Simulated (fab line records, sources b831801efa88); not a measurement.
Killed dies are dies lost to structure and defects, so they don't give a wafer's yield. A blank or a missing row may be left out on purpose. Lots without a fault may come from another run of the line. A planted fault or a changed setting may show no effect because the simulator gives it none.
fab line records | flow gf180mcu
record lots=5 wafers=15 last_day=34
route steps=602 shown STI@20 DNWELL@32 NWELL@42 LVPWELL@54
lots that met no fault: from a run of the same line without faults
start_h: hours from the record's first day to the start of the lot's first wafer shown | wait_h: hours since the lot's step before | " the same as in the row above | L1.1+2: a row that stands for several wafers | - no value, or no start given | * or withheld: withheld | < > ~ a bound
route shown NAME@n: a module of which the file shows steps, and the number in the route of the first | usual: mean/standard deviation of fault-free wafers | same: alike in all rows | chamber/n: place in a boat | sites: the reading at each site | _std_site: their standard deviation | _edge_site: outer sites' mean less inner sites' | radius_mm: how far each site lies from the wafer's centre | mask NAME#n: copy n | behind: the tool/chamber that last shaped the wafer | hold: why the lot was held/for how many hours/how that ended | device: the transistor (n, p or np) that didn't switch | end of line: the same wafers' tests at the end of the route | a step without rows: its recipe alone | killed: dies lost to structure and defects at the first sort, not the wafer's yield | map: a wafer's dies, x killed, . not, _ none there
set.NAME: the setting as run; set.NAME@STEP: as run at that earlier step | model.NAME: the simulator's own value behind a step, which no gauge read
lots at some steps of the route; a table a step, a row a wafer
services: from which hour (start_h, from the record's first day; less than 0 if before it) a tool's chamber was out of use, for how many hours, and why
## steps
# step GF_STI_CLEAN_19
# recipe chemistry=dHF time_s=20 dilution=100:1
# columns lot.wafer tool chamber start_h wait_h
L075.1+3+5 wet_bench-01 2 32.43 0.0
L077.1+2+4 wet_bench-01 2 41.56 0.0
L094.1+4+6 wet_bench-01 1 130.01 0.0
L095.1+2+4 wet_bench-03 3 133.76 0.0
L096.2+5+6 wet_bench-04 1 139.18 0.0
# step GF_STI_WET_ETCH_20
# recipe chemistry=dHF dilution=100:1 target_depth_nm=20 temp_c=25 dry=ipa_marangoni target=SiO2 time_s=400
# columns lot.wafer tool chamber start_h wait_h
L075.1+3+5 wet_bench-03 0 32.45 0.0
L077.1+2+4 wet_bench-03 1 41.58 0.0
L094.1+4+6 wet_bench-03 1 130.03 0.0
L095.1+2+4 wet_bench-01 0 133.78 0.0
L096.2+5+6 wet_bench-01 2 139.19 0.0
# step GF_STI_OXIDATION_21
# recipe temp_c=1000 ambient=O2 stabilise_s=600 purge_s=300 target_thk_a=150 ox_time_s=458
# columns lot.wafer tool chamber start_h wait_h
L075.1+3+5 furnace-01 0 32.59 0.0
L077.1+2+4 furnace-01 0 41.70 0.0
L094.1+4+6 furnace-01 0 130.14 0.0
L095.1+2+4 furnace-02 0 133.90 0.0
L096.2+5+6 furnace-01 0 140.67 1.4
# step GF_STI_THK_MEAS_22
# recipe reads=SiO2_of_STI_OXIDATION_21
# usual STI_OXIDATION_01_THK=15.0/0.34
# columns lot.wafer tool chamber start_h wait_h STI_OXIDATION_01_THK[nm]
L075.1 film_metro-02 - 33.71 0.0 14.7
L075.3 " - " " 14.5
L075.5 " - " " 14.5
L077.1 film_metro-02 - 42.82 0.0 14.6
L077.2 " - " " 14.8
L077.4 " - " " 14.9
L094.1 film_metro-03 - 131.27 0.0 15.1
L094.4 " - " " 15.0
L094.6 " - " " 15.1
L095.1 film_metro-04 - 135.02 0.0 15.3
L095.2 " - " " 15.0
L095.4 " - " " 15.2
L096.2 film_metro-02 - 141.81 0.0 14.7
L096.5 " - " " 15.0
L096.6 " - " " 15.0
# step GF_STI_CVD_23
# recipe material=SiO2 target_thk_nm=650 sigma_open_frac=0.3 time_s=108.3 temp_c=600 sih4_flow_sccm=60 pressure_mtorr=6
# usual pressure_mtorr=6.000/0.012
# columns lot.wafer tool chamber start_h wait_h pressure_mtorr
L075.1 hdpcvd-02 2 33.77 0.1 5.990
L075.3 " 1 " " 6.000
L075.5 " 2 " " 5.992
L077.1 hdpcvd-02 0 42.88 0.1 5.988
L077.2 " 2 " " 5.995
L077.4 " 0 " " 5.987
L094.1 hdpcvd-02 1 131.33 0.1 5.998
L094.4 " 0 " " 6.004
L094.6 " 2 " " 5.990
L095.1 hdpcvd-02 2 135.08 0.1 6.020
L095.2 " 0 " " 6.003
L095.4 " 0 " " 6.016
L096.2 hdpcvd-02 2 141.86 0.0 5.998
L096.5 " 0 " " 6.007
L096.6 " 2 " " 5.993
# step GF_STI_THK_MEAS_24
# recipe reads=SiO2_of_STI_CVD_23
# usual STI_CVD_23_THK=649/10
# columns lot.wafer tool chamber start_h wait_h STI_CVD_23_THK[nm]
L075.1 film_metro-04 - 33.85 0.0 639
L075.3 " - " " 637
L075.5 " - " " 640
L077.1 film_metro-03 - 42.96 0.0 644
L077.2 " - " " 641
L077.4 " - " " 646
L094.1 film_metro-04 - 131.41 0.0 642
L094.4 " - " " 639
L094.6 " - " " 645
L095.1 film_metro-02 - 135.16 0.0 641
L095.2 " - " " 635
L095.4 " - " " 632
L096.2 film_metro-04 - 141.95 0.0 644
L096.5 " - " " 640
L096.6 " - " " 642
# step GF_STI_CMP_25
# recipe stop_on=Si3N4 t_overpolish_s=33 down_force_psi=4 platen_rpm=60 target_thk_nm=524.6 pad_velocity_m_s=0.94248
# usual edge_zone_pressure_frac=1.000/0.0047 motor_current_A=10.9/1.4 overpolish_run_s=33.001/0.01 time_to_endpoint_s=123/5
# same t_overpolish_s=33
# columns lot.wafer tool chamber start_h wait_h edge_zone_pressure_frac motor_current_A overpolish_run_s time_to_endpoint_s
L075.1 cmp-02 2 34.01 0.1 1.002 10.1 33.001 117
L075.3 " 3 " " 1.007 12.0 33.018 119
L075.5 " 1 " " 1.001 12.5 32.989 126
L077.4 cmp-02 1 43.02 0.0 1.000 12.1 32.998 128
L077.2 " 3 " " 1.011 12.7 32.995 122
L077.1 " 0 " " 0.999 8.4 33.007 126
L094.1 cmp-01 2 131.47 0.1 0.998 9.8 33.003 125
L094.4 " 1 " " 0.999 11.5 33.006 123
L094.6 " 2 " " 0.999 9.1 33.003 126
L095.2 cmp-02 3 135.22 0.0 1.004 12.3 33.016 122
L095.1 " 1 " " 1.007 12.1 32.995 125
L095.4 " 2 " " 0.995 10.6 32.996 120
L096.2 cmp-02 3 142.00 0.0 0.997 12.5 33.012 122
L096.5 " 3 " " 0.995 13.2 32.999 119
L096.6 " 0 " " 1.000 8.1 33.011 124
# step GF_STI_WET_ETCH_26
# recipe chemistry=dHF target_depth_nm=94 target=SiO2 temp_c=25 dilution=10:1 time_s=188
# columns lot.wafer tool chamber start_h wait_h
L075.1+3+5 wet_bench-03 2 34.21 0.1
L077.1+2+4 wet_bench-03 2 43.32 0.1
L094.1+4+6 wet_bench-03 2 131.77 0.2
L095.1+2+4 wet_bench-04 0 135.52 0.1
L096.2+5+6 wet_bench-04 0 142.30 0.2
# step GF_STI_WET_ETCH_27
# recipe chemistry=H3PO4 target_depth_nm=160 target=Si3N4 temp_c=160 time_s=1825
# columns lot.wafer tool chamber start_h wait_h
L075.1+3+5 wet_bench-01 0 34.28 0.0
L077.1+2+4 wet_bench-03 1 43.38 0.0
L094.1+4+6 wet_bench-04 3 131.83 0.0
L095.1+2+4 wet_bench-04 1 135.58 0.0
L096.2+5+6 wet_bench-01 2 142.36 0.0
# step GF_STI_WET_ETCH_28
# recipe chemistry=dHF target_depth_nm=20 dry=ipa_marangoni target=SiO2 temp_c=25 dilution=10:1 time_s=40
# columns lot.wafer tool chamber start_h wait_h
L075.1+3+5 wet_bench-03 0 34.85 0.0
L077.1+2+4 wet_bench-01 2 43.90 0.0
L094.1+4+6 wet_bench-03 3 132.35 0.0
L095.1+2+4 wet_bench-03 3 136.10 0.0
L096.2+5+6 wet_bench-03 0 142.87 0.0
# step GF_STI_OXIDATION_29
# recipe temp_c=900 ambient=O2 stabilise_s=600 purge_s=300 target_thk_a=100 ox_time_s=1418
# columns lot.wafer tool chamber start_h wait_h
L075.1+3+5 furnace-01 0 36.14 1.3
L077.1+2+4 furnace-01 0 45.11 1.2
L094.1+4+6 furnace-01 0 132.52 0.2
L095.1+2+4 furnace-01 0 136.51 0.4
L096.2+5+6 furnace-01 0 143.19 0.3
# step GF_STI_THK_MEAS_30
# recipe reads=SiO2_of_STI_OXIDATION_29
# usual STI_OXIDATION_02_THK=10.02/0.21
# columns lot.wafer tool chamber start_h wait_h STI_OXIDATION_02_THK[nm]
L075.1 film_metro-02 - 37.53 0.0 9.93
L075.3 " - " " 9.96
L075.5 " - " " 9.87
L077.1 film_metro-04 - 46.50 0.0 9.80
L077.2 " - " " 9.64
L077.4 " - " " 9.77
L094.1 film_metro-03 - 133.92 0.0 10.12
L094.4 " - " " 10.14
L094.6 " - " " 10.27
L095.1 film_metro-03 - 137.91 0.0 10.23
L095.2 " - " " 10.20
L095.4 " - " " 10.18
L096.2 film_metro-02 - 144.60 0.0 9.84
L096.5 " - " " 9.89
L096.6 " - " " 9.74
# step GF_DNWELL_DEHYDRATE_00
# recipe temp_c=200 time_s=60
# usual resist_line_temp_C=23.00/0.11
# columns lot.wafer tool chamber start_h wait_h resist_line_temp_C
L075.1 litho_track-01 0 42.74 5.2 23.10
L075.3 " 0 " " 22.91
L075.5 " 0 " " 22.98
L077.1 litho_track-04 0 52.37 5.9 23.01
L077.2 " 0 " " 23.06
L077.4 " 0 " " 22.98
L094.1 litho_track-01 0 140.79 6.9 23.07
L094.4 " 0 " " 23.10
L094.6 " 0 " " 22.96
L095.1 litho_track-03 0 145.02 7.1 22.91
L095.2 " 0 " " 23.05
L095.4 " 0 " " 22.96
L096.2 litho_track-03 0 151.59 7.0 22.91
L096.5 " 0 " " 23.02
L096.6 " 0 " " 22.92
# step GF_DNWELL_HMDS_01
# recipe prime_time_s=60 prime_temp_c=120
# usual resist_line_temp_C=23.02/0.099
# columns lot.wafer tool chamber start_h wait_h resist_line_temp_C
L075.1 litho_track-01 0 42.89 0.1 23.25
L075.3 " 0 " " 23.14
L075.5 " 0 " " 23.02
L077.1 litho_track-04 0 52.52 0.1 23.08
L077.2 " 0 " " 22.93
L077.4 " 0 " " 22.95
L094.1 litho_track-01 0 140.94 0.1 22.91
L094.4 " 0 " " 23.05
L094.6 " 0 " " 22.94
L095.1 litho_track-03 0 145.17 0.1 23.09
L095.2 " 0 " " 23.12
L095.4 " 0 " " 23.10
L096.2 litho_track-03 0 151.74 0.1 23.15
L096.5 " 0 " " 23.12
L096.6 " 0 " " 23.05
# step GF_DNWELL_COAT_02
# recipe spin_rpm=2000 resist_thk_nm=3000
# usual resist_line_temp_C=23.00/0.099
# columns lot.wafer tool chamber start_h wait_h resist_line_temp_C
L075.1 litho_track-01 0 43.04 0.1 23.10
L075.3 " 0 " " 22.96
L075.5 " 0 " " 22.88
L077.1 litho_track-04 0 52.67 0.1 22.93
L077.2 " 0 " " 22.95
L077.4 " 0 " " 22.94
L094.1 litho_track-01 0 141.09 0.1 23.02
L094.4 " 0 " " 22.86
L094.6 " 0 " " 22.86
L095.1 litho_track-03 0 145.32 0.1 23.18
L095.2 " 0 " " 23.11
L095.4 " 0 " " 22.91
L096.2 litho_track-03 0 151.89 0.1 23.04
L096.5 " 0 " " 22.86
L096.6 " 0 " " 22.99
# step GF_DNWELL_SOFTBAKE_03
# recipe temp_c=110 time_s=withheld
# usual resist_line_temp_C=22.99/0.11
# columns lot.wafer tool chamber start_h wait_h resist_line_temp_C
L075.1 litho_track-01 0 43.19 0.1 23.05
L075.3 " 0 " " 22.92
L075.5 " 0 " " 23.01
L077.1 litho_track-04 0 52.82 0.1 22.90
L077.2 " 0 " " 22.86
L077.4 " 0 " " 22.87
L094.1 litho_track-01 0 141.24 0.1 23.16
L094.4 " 0 " " 22.96
L094.6 " 0 " " 22.92
L095.1 litho_track-03 0 145.47 0.1 22.85
L095.2 " 0 " " 23.05
L095.4 " 0 " " 23.00
L096.2 litho_track-03 0 152.05 0.1 22.98
L096.5 " 0 " " 22.85
L096.6 " 0 " " 22.89
# step GF_DNWELL_EXPOSE_04
# recipe mask_id=DNWELL target_cd_nm=1700 na=0.6 source_shape=conventional sigma_outer=0.6 dose_mj=260
# columns lot.wafer tool chamber start_h wait_h mask
L075.1+3+5 iline_stepper-01 0 - - DNWELL#0
L077.1+2+4 iline_stepper-01 0 - - DNWELL#0
L094.1+4+6 iline_stepper-02 0 - - DNWELL#0
L095.1+2+4 iline_stepper-02 0 - - DNWELL#0
L096.2+5+6 iline_stepper-02 0 - - DNWELL#0
# step GF_DNWELL_PEB_05
# recipe temp_c=115 time_s=withheld
# usual resist_line_temp_C=23.00/0.11
# columns lot.wafer tool chamber start_h wait_h resist_line_temp_C
L075.1 litho_track-04 0 - - 23.04
L075.3 " 0 " " 22.75
L075.5 " 0 " " 23.05
L077.1 litho_track-01 0 - - 23.07
L077.2 " 0 " " 22.93
L077.4 " 0 " " 23.02
L094.1 litho_track-01 0 - - 23.23
L094.4 " 0 " " 23.06
L094.6 " 0 " " 23.00
L095.1 litho_track-01 0 - - 22.76
L095.2 " 0 " " 22.77
L095.4 " 0 " " 22.85
L096.2 litho_track-04 0 - - 22.96
L096.5 " 0 " " 23.00
L096.6 " 0 " " 23.04
# step GF_DNWELL_DEVELOP_06
# recipe wall_angle_deg=90 develop_time_s=60 dev_temp_c=22.29
# usual resist_line_temp_C=23.01/0.11
# columns lot.wafer tool chamber start_h wait_h resist_line_temp_C
L075.1 litho_track-04 0 - - 23.05
L075.3 " 0 " " 22.90
L075.5 " 0 " " 22.97
L077.1 litho_track-01 0 - - 22.75
L077.2 " 0 " " 22.85
L077.4 " 0 " " 22.87
L094.1 litho_track-01 0 - - 23.09
L094.4 " 0 " " 23.19
L094.6 " 0 " " 23.14
L095.1 litho_track-01 0 - - 22.96
L095.2 " 0 " " 23.14
L095.4 " 0 " " 23.15
L096.2 litho_track-04 0 - - 22.79
L096.5 " 0 " " 23.13
L096.6 " 0 " " 23.02
# step GF_DNWELL_IMPLANT_07
# recipe species=P energy_kev=1500 dose_cm2=1e+13 tilt_deg=0
# columns lot.wafer tool chamber start_h wait_h
L075.1+3+5 implanter-03 0 49.47 -
L077.1+2+4 implanter-03 0 59.74 -
L094.1+4+6 implanter-02 0 149.59 -
L095.1+2+4 implanter-04 0 153.59 -
L096.2+5+6 implanter-02 0 159.84 -
# step GF_DNWELL_STRIP_08
# recipe chemistry=O2/N2 power_w=1400 pressure_mtorr=1500 platen_temp_c=250 o2_flow_sccm=3000 n2_flow_sccm=300 overash_fraction=0.5
# usual drypump_motor_current_A=5.61/0.3 heater_power_w=362/18 oes_product_au=0.723/0.0049 strip_time_to_endpoint_s=36.95/0.13
# columns lot.wafer tool chamber start_h wait_h drypump_motor_current_A heater_power_w oes_product_au rf_hours_counter_h strip_time_to_endpoint_s
L075.1 plasma_asher-02 0 49.62 0.1 5.80 374 0.721 38 36.79
L075.3 " 1 " " 5.92 369 0.727 - 36.86
L075.5 " 1 " " 5.96 374 0.727 - 36.84
L077.1 plasma_asher-02 0 59.89 0.1 5.75 381 0.724 39 36.91
L077.2 " 1 " " 5.94 378 0.721 39 36.96
L077.4 " 0 " " 5.78 369 0.718 - 36.97
L094.1 plasma_asher-04 0 149.74 0.1 5.45 366 0.731 51 36.90
L094.4 " 1 " " 5.49 376 0.719 - 36.93
L094.6 " 1 " " 5.55 363 0.723 - 36.86
L095.1 plasma_asher-01 0 153.74 0.1 5.16 338 0.726 37 37.22
L095.2 " 1 " " 6.30 324 0.717 37 37.17
L095.4 " 1 " " 6.26 317 0.717 - 37.18
L096.2 plasma_asher-04 0 159.97 0.1 5.52 370 0.736 52 37.14
L096.5 " 0 " " 5.45 377 0.723 - 36.91
L096.6 " 1 " " 5.57 371 0.727 - 37.10
# step GF_DNWELL_TW_MEAS_09
# usual DNWELL_TW=1352/12
# columns lot.wafer tool chamber start_h wait_h DNWELL_TW
L075.1 film_metro-02 - 49.72 0.1 1353
L075.3 " - " " 1349
L075.5 " - " " 1349
L077.1 film_metro-01 - 59.99 0.1 1349
L077.2 " - " " 1344
L077.4 " - " " 1350
L094.1 film_metro-01 - 149.84 0.1 1366
L094.4 " - " " 1364
L094.6 " - " " 1365
L095.1 film_metro-03 - 153.84 0.1 1326
L095.2 " - " " 1318
L095.4 " - " " 1325
L096.2 film_metro-01 - 160.08 0.1 1368
L096.5 " - " " 1369
L096.6 " - " " 1373
# step GF_NWELL_DEHYDRATE_00
# recipe temp_c=200 time_s=60
# usual resist_line_temp_C=23.01/0.1
# columns lot.wafer tool chamber start_h wait_h resist_line_temp_C
L075.1 litho_track-02 0 55.57 5.8 23.03
L075.3 " 0 " " 22.98
L075.5 " 0 " " 23.01
L077.1 litho_track-03 0 65.72 5.7 22.85
L077.2 " 0 " " 22.94
L077.4 " 0 " " 23.04
L094.1 litho_track-01 0 157.09 7.2 23.04
L094.4 " 0 " " 23.23
L094.6 " 0 " " 22.95
L095.1 litho_track-01 0 161.19 7.3 23.17
L095.2 " 0 " " 23.12
L095.4 " 0 " " 23.11
L096.2 litho_track-01 0 167.56 7.5 22.96
L096.5 " 0 " " 22.91
L096.6 " 0 " " 23.14
# step GF_NWELL_HMDS_01
# recipe prime_time_s=60 prime_temp_c=120
# usual resist_line_temp_C=22.98/0.11
# columns lot.wafer tool chamber start_h wait_h resist_line_temp_C
L075.1 litho_track-02 0 55.72 0.1 23.01
L075.3 " 0 " " 23.04
L075.5 " 0 " " 23.12
L077.1 litho_track-03 0 65.87 0.1 23.19
L077.2 " 0 " " 23.11
L077.4 " 0 " " 23.10
L094.1 litho_track-01 0 157.24 0.1 22.87
L094.4 " 0 " " 22.75
L094.6 " 0 " " 22.80
L095.1 litho_track-01 0 161.34 0.1 23.04
L095.2 " 0 " " 23.06
L095.4 " 0 " " 23.18
L096.2 litho_track-01 0 167.71 0.1 22.96
L096.5 " 0 " " 22.90
L096.6 " 0 " " 22.95
# step GF_NWELL_COAT_02
# recipe spin_rpm=2000 resist_thk_nm=3000
# usual resist_line_temp_C=22.98/0.096
# columns lot.wafer tool chamber start_h wait_h resist_line_temp_C
L075.1 litho_track-02 0 55.87 0.1 23.15
L075.3 " 0 " " 23.09
L075.5 " 0 " " 23.14
L077.1 litho_track-03 0 66.02 0.1 22.75
L077.2 " 0 " " 23.04
L077.4 " 0 " " 22.91
L094.1 litho_track-01 0 157.39 0.1 23.05
L094.4 " 0 " " 23.14
L094.6 " 0 " " 23.13
L095.1 litho_track-01 0 161.49 0.1 22.95
L095.2 " 0 " " 22.93
L095.4 " 0 " " 22.91
L096.2 litho_track-01 0 167.86 0.1 23.05
L096.5 " 0 " " 22.99
L096.6 " 0 " " 23.00
# step GF_NWELL_SOFTBAKE_03
# recipe temp_c=110 time_s=withheld
# usual resist_line_temp_C=23.01/0.11
# columns lot.wafer tool chamber start_h wait_h resist_line_temp_C
L075.1 litho_track-02 0 56.02 0.1 22.99
L075.3 " 0 " " 22.93
L075.5 " 0 " " 23.05
L077.1 litho_track-03 0 66.17 0.1 22.85
L077.2 " 0 " " 22.82
L077.4 " 0 " " 22.94
L094.1 litho_track-01 0 157.54 0.1 23.05
L094.4 " 0 " " 23.14
L094.6 " 0 " " 23.06
L095.1 litho_track-01 0 161.64 0.1 22.88
L095.2 " 0 " " 22.95
L095.4 " 0 " " 22.76
L096.2 litho_track-01 0 168.02 0.1 22.89
L096.5 " 0 " " 22.95
L096.6 " 0 " " 22.94
# step GF_NWELL_EXPOSE_04
# recipe mask_id=Nwell target_cd_nm=860 na=0.6 source_shape=conventional sigma_outer=0.6 dose_mj=260
# columns lot.wafer tool chamber start_h wait_h mask
L075.1+3+5 iline_stepper-02 0 - - Nwell#0
L077.1+2+4 iline_stepper-01 0 - - Nwell#0
L094.1+4+6 iline_stepper-02 0 - - Nwell#0
L095.1+2+4 iline_stepper-02 0 - - Nwell#0
L096.2+5+6 iline_stepper-01 0 - - Nwell#0
# step GF_NWELL_PEB_05
# recipe temp_c=115 time_s=withheld
# usual resist_line_temp_C=22.99/0.12
# columns lot.wafer tool chamber start_h wait_h resist_line_temp_C
L075.1 litho_track-03 0 - - 23.02
L075.3 " 0 " " 22.92
L075.5 " 0 " " 23.07
L077.1 litho_track-03 0 - - 22.76
L077.2 " 0 " " 22.96
L077.4 " 0 " " 22.78
L094.1 litho_track-03 0 - - 23.08
L094.4 " 0 " " 22.98
L094.6 " 0 " " 22.86
L095.1 litho_track-02 0 - - 22.88
L095.2 " 0 " " 23.04
L095.4 " 0 " " 22.90
L096.2 litho_track-03 0 - - 23.13
L096.5 " 0 " " 23.01
L096.6 " 0 " " 23.26
# step GF_NWELL_DEVELOP_06
# recipe wall_angle_deg=90 develop_time_s=60 dev_temp_c=23
# usual resist_line_temp_C=23.01/0.12
# columns lot.wafer tool chamber start_h wait_h resist_line_temp_C
L075.1 litho_track-03 0 - - 22.75
L075.3 " 0 " " 22.77
L075.5 " 0 " " 22.68
L077.1 litho_track-03 0 - - 23.08
L077.2 " 0 " " 23.02
L077.4 " 0 " " 22.99
L094.1 litho_track-03 0 - - 23.10
L094.4 " 0 " " 23.14
L094.6 " 0 " " 22.97
L095.1 litho_track-02 0 - - 22.93
L095.2 " 0 " " 22.78
L095.4 " 0 " " 23.08
L096.2 litho_track-03 0 - - 22.90
L096.5 " 0 " " 22.90
L096.6 " 0 " " 22.90
# step GF_NWELL_OVL_MEAS_07
# usual NWELL_OVL=0.1/1.5
# columns lot.wafer tool chamber start_h wait_h NWELL_OVL[nm]
L075.1 overlay-01 - 62.42 - 0.2
L075.3 " - " " 0.6
L075.5 " - " " 0.0
L077.1 overlay-02 - 72.92 - 0.3
L077.2 " - " " -0.4
L077.4 " - " " -0.7
L094.1 overlay-01 - 165.57 - 1.1
L094.4 " - " " -1.4
L094.6 " - " " -0.6
L095.1 overlay-01 - 170.07 - 0.6
L095.2 " - " " 3.7
L095.4 " - " " 1.9
L096.2 overlay-01 - 175.77 - 1.1
L096.5 " - " " 3.9
L096.6 " - " " 1.3
# step GF_NWELL_IMPLANT_08
# recipe species=P energy_kev=450 dose_cm2=1.5e+13 tilt_deg=0
# columns lot.wafer tool chamber start_h wait_h
L075.1+3+5 implanter-03 0 62.45 0.0
L077.1+2+4 implanter-03 0 72.95 0.0
L094.1+4+6 implanter-03 0 165.60 0.0
L095.1+2+4 implanter-02 0 170.11 0.0
L096.2+5+6 implanter-02 0 175.83 0.0
# step GF_NWELL_IMPLANT_09
# recipe species=P energy_kev=160 dose_cm2=4e+12 tilt_deg=0
# columns lot.wafer tool chamber start_h wait_h
L075.1+3+5 implanter-03 0 62.60 0.1
L077.1+2+4 implanter-03 0 73.10 0.1
L094.1+4+6 implanter-03 0 165.75 0.1
L095.1+2+4 implanter-02 0 170.26 0.1
L096.2+5+6 implanter-02 0 175.98 0.1
# step GF_NWELL_STRIP_10
# recipe chemistry=O2/N2 power_w=1400 pressure_mtorr=1500 platen_temp_c=250 o2_flow_sccm=3000 n2_flow_sccm=300 overash_fraction=0.5
# usual drypump_motor_current_A=5.8/0.5 heater_power_w=327/24 oes_product_au=0.722/0.0043 strip_time_to_endpoint_s=36.92/0.14
# columns lot.wafer tool chamber start_h wait_h drypump_motor_current_A heater_power_w oes_product_au rf_hours_counter_h strip_time_to_endpoint_s
L075.1 plasma_asher-04 1 62.75 0.1 5.5 374 0.724 41 36.96
L075.3 " 0 " " 5.5 358 0.722 - 36.93
L075.5 " 0 " " 5.5 370 0.726 - 36.97
L077.1 plasma_asher-03 0 73.25 0.1 5.6 314 0.724 42 36.93
L077.2 " 1 " " 6.5 301 0.714 42 37.00
L077.4 " 0 " " 5.6 321 0.721 - 36.99
L094.1 plasma_asher-01 1 165.90 0.1 6.3 321 0.716 39 37.01
L094.4 " 0 " " 5.2 335 0.721 - 36.92
L094.6 " 0 " " 5.2 340 0.723 - 36.82
L095.1 plasma_asher-01 1 170.41 0.1 6.3 315 0.729 40 37.03
L095.2 " 0 " " 5.1 342 0.715 40 36.98
L095.4 " 0 " " 5.1 344 0.720 - 36.98
L096.2 plasma_asher-04 1 176.10 0.1 5.5 370 0.725 55 36.76
L096.5 " 1 " " 5.5 367 0.716 - 36.80
L096.6 " 0 " " 5.4 377 0.726 - 36.78
# step GF_NWELL_TW_MEAS_11
# usual NWELL_TW=1572/15
# columns lot.wafer tool chamber start_h wait_h NWELL_TW
L075.1 film_metro-03 - 62.85 0.1 1578
L075.3 " - " " 1578
L075.5 " - " " 1571
L077.1 film_metro-03 - 73.35 0.1 1570
L077.2 " - " " 1569
L077.4 " - " " 1573
L094.1 film_metro-03 - 166.00 0.1 1564
L094.4 " - " " 1555
L094.6 " - " " 1551
L095.1 film_metro-01 - 170.51 0.1 1594
L095.2 " - " " 1587
L095.4 " - " " 1596
L096.2 film_metro-01 - 176.21 0.1 1602
L096.5 " - " " 1584
L096.6 " - " " 1593
# step GF_LVPWELL_DEHYDRATE_00
# recipe temp_c=200 time_s=60
# usual resist_line_temp_C=23.01/0.1
# columns lot.wafer tool chamber start_h wait_h resist_line_temp_C
L075.1 litho_track-02 0 69.27 6.4 23.06
L075.3 " 0 " " 23.15
L075.5 " 0 " " 23.03
L077.1 litho_track-03 0 78.87 5.5 23.01
L077.2 " 0 " " 23.19
L077.4 " 0 " " 23.16
L094.1 litho_track-02 0 173.52 7.5 23.04
L094.4 " 0 " " 22.99
L094.6 " 0 " " 23.02
L095.1 litho_track-02 0 177.72 7.2 22.97
L095.2 " 0 " " 22.79
L095.4 " 0 " " 22.90
L096.2 litho_track-04 0 183.64 7.4 22.85
L096.5 " 0 " " 23.04
L096.6 " 0 " " 23.15
# step GF_LVPWELL_HMDS_01
# recipe prime_time_s=60 prime_temp_c=120
# usual resist_line_temp_C=22.99/0.11
# columns lot.wafer tool chamber start_h wait_h resist_line_temp_C
L075.1 litho_track-02 0 69.42 0.1 22.92
L075.3 " 0 " " 23.00
L075.5 " 0 " " 22.96
L077.1 litho_track-03 0 79.02 0.1 23.12
L077.2 " 0 " " 23.06
L077.4 " 0 " " 22.97
L094.1 litho_track-02 0 173.67 0.1 22.95
L094.4 " 0 " " 23.06
L094.6 " 0 " " 23.10
L095.1 litho_track-02 0 177.87 0.1 22.81
L095.2 " 0 " " 22.95
L095.4 " 0 " " 22.94
L096.2 litho_track-04 0 183.79 0.1 23.10
L096.5 " 0 " " 23.03
L096.6 " 0 " " 23.06
# step GF_LVPWELL_COAT_02
# recipe spin_rpm=2000 resist_thk_nm=3000
# usual resist_line_temp_C=23.01/0.11
# columns lot.wafer tool chamber start_h wait_h resist_line_temp_C
L075.1 litho_track-02 0 69.57 0.1 22.90
L075.3 " 0 " " 23.01
L075.5 " 0 " " 23.05
L077.1 litho_track-03 0 79.17 0.1 23.06
L077.2 " 0 " " 23.02
L077.4 " 0 " " 23.18
L094.1 litho_track-02 0 173.82 0.1 23.02
L094.4 " 0 " " 22.94
L094.6 " 0 " " 23.03
L095.1 litho_track-02 0 178.02 0.1 22.98
L095.2 " 0 " " 23.11
L095.4 " 0 " " 23.16
L096.2 litho_track-04 0 183.94 0.1 22.95
L096.5 " 0 " " 22.70
L096.6 " 0 " " 22.85
# step GF_LVPWELL_SOFTBAKE_03
# recipe temp_c=110 time_s=withheld
# usual resist_line_temp_C=23.02/0.093
# columns lot.wafer tool chamber start_h wait_h resist_line_temp_C
L075.1 litho_track-02 0 69.72 0.1 23.16
L075.3 " 0 " " 23.01
L075.5 " 0 " " 23.04
L077.1 litho_track-03 0 79.32 0.1 23.00
L077.2 " 0 " " 23.02
L077.4 " 0 " " 23.09
L094.1 litho_track-02 0 173.97 0.1 23.17
L094.4 " 0 " " 23.11
L094.6 " 0 " " 22.99
L095.1 litho_track-02 0 178.17 0.1 22.88
L095.2 " 0 " " 23.07
L095.4 " 0 " " 23.10
L096.2 litho_track-04 0 184.10 0.1 22.98
L096.5 " 0 " " 23.12
L096.6 " 0 " " 22.96
# step GF_LVPWELL_EXPOSE_04
# recipe mask_id=LVPWELL target_cd_nm=600 na=0.6 source_shape=conventional sigma_outer=0.6 dose_mj=260
# columns lot.wafer tool chamber start_h wait_h mask
L075.1+3+5 iline_stepper-02 0 - - LVPWELL#0
L077.1+2+4 iline_stepper-01 0 - - LVPWELL#0
L094.1+4+6 iline_stepper-01 0 - - LVPWELL#0
L095.1+2+4 iline_stepper-02 0 - - LVPWELL#0
L096.2+5+6 iline_stepper-01 0 - - LVPWELL#0
# step GF_LVPWELL_PEB_05
# recipe temp_c=115 time_s=withheld
# usual resist_line_temp_C=23.01/0.1
# columns lot.wafer tool chamber start_h wait_h resist_line_temp_C
L075.1 litho_track-04 0 - - 23.06
L075.3 " 0 " " 22.92
L075.5 " 0 " " 22.93
L077.1 litho_track-02 0 - - 23.11
L077.2 " 0 " " 22.89
L077.4 " 0 " " 23.05
L094.1 litho_track-02 0 - - 22.94
L094.4 " 0 " " 22.97
L094.6 " 0 " " 23.02
L095.1 litho_track-03 0 - - 23.10
L095.2 " 0 " " 23.02
L095.4 " 0 " " 22.96
L096.2 litho_track-03 0 - - 23.04
L096.5 " 0 " " 23.13
L096.6 " 0 " " 23.07
## services
# columns tool chamber start_h hours kind
implanter-03 - 16.47 6.6 pm
plasma_asher-01 - 17.39 4.4 repair
wet_bench-04 - 18.77 55.6 repair
plasma_asher-04 - 41.45 1.8 repair
cmp-02 - 55.71 0.6 repair
iline_stepper-02 - 58.52 1.7 pm
iline_stepper-01 - 60.32 1.7 pm
iline_stepper-01 - 68.85 4.4 pm
wet_bench-01 - 74.59 1.9 pm
iline_stepper-01 - 81.06 2.1 pm
furnace-01 - 86.51 3.1 pm
plasma_asher-01 - 88.12 1.4 repair
implanter-02 - 90.18 2.7 repair
wet_bench-03 - 92.26 2.0 repair
plasma_asher-01 - 102.62 1.5 repair
implanter-03 - 103.96 23.8 pm
cmp-02 - 113.47 1.7 repair
implanter-02 - 127.81 3.2 pm
wet_bench-01 - 135.23 1.0 repair
implanter-02 - 137.22 2.1 repair
hdpcvd-02 - 145.85 2.8 pm
cmp-02 - 148.59 5.0 pm
implanter-02 - 160.55 6.0 repair
cmp-02 - 181.60 2.6 repair
## key
fault none
